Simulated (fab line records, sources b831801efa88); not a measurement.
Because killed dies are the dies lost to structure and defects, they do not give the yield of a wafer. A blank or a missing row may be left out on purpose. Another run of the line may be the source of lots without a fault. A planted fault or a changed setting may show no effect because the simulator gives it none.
Which tool did it? | flow sky130 | 11 lots with 33 wafers sampled at 6 steps, on a route of 708 steps

== WHAT THE GAUGES SHOWED, per wafer ==
SKY_METAL1_OVL_MEAS_16. Usual: METAL1_OVL gives 2 nm (standard deviation 4.9).
lot  | measured     | on         | METAL1_OVL (nm) | flag
L468 | day 33 17:11 | overlay-01 | 5 1 -2          |
L469 | day 34 01:44 | overlay-02 | -3 -1 -1        |
L471 | day 34 23:02 | overlay-01 | 2 10 10         |
L472 | day 35 07:02 | overlay-01 | -1 -1 -1        |
L473 | day 35 13:26 | overlay-02 | -1 -2 0         |
L475 | day 36 03:10 | overlay-01 | 4 4 4           |
L476 | day 36 13:26 | overlay-01 | 9 0 4           |
L477 | day 36 21:38 | overlay-01 | 6 0 9           |
L478 | day 36 22:10 | overlay-02 | -1 4 11         |
L482 | day 38 06:38 | overlay-02 | 0 4 5           |
L483 | day 38 12:14 | overlay-02 | 2 5 0           |

SKY_VIA1_RS_MEAS_22: measures by four-point-probe. Usual: VIA1_W_RS gives 0.432 ohm/sq (standard deviation 0.0047).
lot  | measured     | on            | VIA1_W_RS (ohm/sq) | flag
L468 | day 34 21:29 | film_metro-04 | 0.432 0.431 0.426  |
L469 | day 35 06:47 | film_metro-02 | 0.436 0.440 0.437  |
L471 | day 36 04:04 | film_metro-03 | 0.424 0.428 0.428  |
L472 | day 36 11:59 | film_metro-03 | 0.438 0.435 0.437  |
L473 | day 36 17:40 | film_metro-04 | 0.428 0.424 0.426  |
L475 | day 37 08:29 | film_metro-03 | 0.443 0.432 0.430  |
L476 | day 37 18:20 | film_metro-02 | 0.434 0.434 0.441  |
L477 | day 38 01:55 | film_metro-03 | 0.436 0.435 0.433  |
L478 | day 38 02:16 | film_metro-04 | 0.431 0.430 0.431  |
L482 | day 39 10:16 | film_metro-02 | 0.435 0.428 0.460  |
L483 | day 39 15:32 | film_metro-04 | 0.421 0.427 0.448  |

SKY_VIA1_THK_MEAS_23: measures by xrf. Usual: VIA1_W_THK gives 269 nm (standard deviation 3.3).
lot  | measured     | on            | VIA1_W_THK (nm) | flag
L468 | day 34 21:36 | film_metro-04 | 270 271 273     |
L469 | day 35 06:54 | film_metro-02 | 270 268 270     |
L471 | day 36 04:10 | film_metro-03 | 272 270 268     |
L472 | day 36 12:06 | film_metro-03 | 265 266 265     |
L473 | day 36 17:47 | film_metro-04 | 271 273 272     |
L475 | day 37 08:36 | film_metro-03 | 262 269 269     |
L476 | day 37 18:27 | film_metro-02 | 270 270 267     |
L477 | day 38 02:02 | film_metro-03 | 264 265 266     |
L478 | day 38 02:23 | film_metro-04 | 268 268 268     |
L482 | day 39 10:23 | film_metro-02 | 269 274 255     |
L483 | day 39 15:38 | film_metro-04 | 275 270 259     |

SKY_METAL2_THK_MEAS_06: measures by xrf. Usual: METAL2_ALCU_THK gives 251.1 nm (standard deviation 2.9).
lot  | measured     | on            | METAL2_ALCU_THK (nm) | flag
L468 | day 34 22:13 | film_metro-02 | 251.4 249.8 250.4    |
L469 | day 35 07:31 | film_metro-02 | 251.5 252.4 250.9    |
L471 | day 36 04:47 | film_metro-01 | 248.0 250.6 251.3    |
L472 | day 36 12:43 | film_metro-02 | 250.6 251.4 250.6    |
L473 | day 36 18:25 | film_metro-03 | 253.1 254.9 256.5    |
L475 | day 37 09:21 | film_metro-02 | 251.8 248.1 246.8    |
L476 | day 37 19:04 | film_metro-02 | 247.2 249.6 249.7    |
L477 | day 38 02:39 | film_metro-01 | 253.0 255.1 254.7    |
L478 | day 38 03:00 | film_metro-02 | 252.2 252.7 253.9    |
L482 | day 39 11:02 | film_metro-03 | 250.6 249.9 248.8    |
L483 | day 39 16:15 | film_metro-01 | 248.7 248.7 254.4    |

== EACH LOT AND THE TOOL THAT RAN IT (in order: tool; ch and the chambers of the sampled wafers; start) ==
lot  | SKY_VIA1_ETCH_15                   | SKY_VIA1_CVD_21
L468 | rie_diel-02 ch 0,2,3, day 34 20:41 | cvd_w-01 ch 0,1, day 34 21:23
L469 | rie_diel-04 ch 0,1,3, day 35 05:55 | cvd_w-02 ch 0,1, day 35 06:41
L471 | rie_diel-04 ch 0,1,3, day 36 03:14 | cvd_w-02 ch 0,1, day 36 03:57
L472 | rie_diel-04 ch 0,1,3, day 36 11:11 | cvd_w-01 ch 0,1, day 36 11:53
L473 | rie_diel-02 ch 1,2, day 36 16:50   | cvd_w-01 ch 0,1, day 36 17:34
L475 | rie_diel-01 ch 1,3, day 37 07:17   | cvd_w-01 ch 0,1, day 37 08:23
L476 | rie_diel-01 ch 0,1,3, day 37 17:29 | cvd_w-01 ch 0,1, day 37 18:13
L477 | rie_diel-01 ch 1,2,3, day 38 01:07 | cvd_w-01 ch 0,1, day 38 01:49
L478 | rie_diel-02 ch 1,2,3, day 38 01:28 | cvd_w-02 ch 0, day 38 02:10
L482 | rie_diel-02 ch 0,1,2, day 39 09:27 | cvd_w-01 ch 0,1, day 39 10:11
L483 | rie_diel-01 ch 1,2, day 39 14:41   | cvd_w-01 ch 0,1, day 39 15:26
- SKY_VIA1_ETCH_15: etches SiO2 in C4F8/O2/Ar, stops on TiN, target depth 351 nm, time 54 s.
- SKY_VIA1_CVD_21: deposits W, target thk 270 nm, time 80.902 s.

== WHAT THE TOOLS THEMSELVES READ (means of the sampled wafers that have a number; where no wafer has one, the mark that the record gives instead) ==
SKY_VIA1_ETCH_15. Usual: oes_product_au reads 0.982 a.u. (standard deviation 0.0054).
lot  | tool        | oes_product_au (a.u.) | flag
L468 | rie_diel-02 | 0.977                 |
L469 | rie_diel-04 | 0.987                 |
L471 | rie_diel-04 | 0.980                 |
L472 | rie_diel-04 | 0.986                 |
L473 | rie_diel-02 | 0.985                 |
L475 | rie_diel-01 | 0.983                 |
L476 | rie_diel-01 | 0.989                 |
L477 | rie_diel-01 | 0.977                 |
L478 | rie_diel-02 | 0.987                 |
L482 | rie_diel-02 | 0.983                 |
L483 | rie_diel-01 | 0.982                 |

SKY_VIA1_CVD_21. Usual: heater_power_outer_w 506 W, standard deviation 22; heater_power_w 824 W, standard deviation 38.
lot  | tool     | heater_power_outer_w (W) | heater_power_w (W) | flag
L468 | cvd_w-01 | 503                      | 820                |
L469 | cvd_w-02 | 520                      | 866                |
L471 | cvd_w-02 | 523                      | 863                |
L472 | cvd_w-01 | 489                      | 821                |
L473 | cvd_w-01 | 501                      | 815                |
L475 | cvd_w-01 | 489                      | 824                |
L476 | cvd_w-01 | 487                      | 805                |
L477 | cvd_w-01 | 488                      | 828                |
L478 | cvd_w-02 | 506                      | 849                |
L482 | cvd_w-01 | 492                      | 804                |
L483 | cvd_w-01 | 498                      | 823                |

== THE ANSWER, worked out from the rows above alone ==
Rule: a lot is off if the mean of its wafers that have a number lies more than 3 standard deviations from the usual mean. Also off: a lot with no number at a reading for which 4 or more lots have one. The other lots that the step has rows for count as sound. Order of review: gauges by route order, followed by the tools' own readings, for which a lot's mean as printed above is used. At the first step where some lot is off, the reading lying furthest off is the one used; lots without a number count as furthest.
Across all readings shown, no lot is off: no conclusion can be drawn from this.

== WHAT THE SIMULATOR PUT IN ==
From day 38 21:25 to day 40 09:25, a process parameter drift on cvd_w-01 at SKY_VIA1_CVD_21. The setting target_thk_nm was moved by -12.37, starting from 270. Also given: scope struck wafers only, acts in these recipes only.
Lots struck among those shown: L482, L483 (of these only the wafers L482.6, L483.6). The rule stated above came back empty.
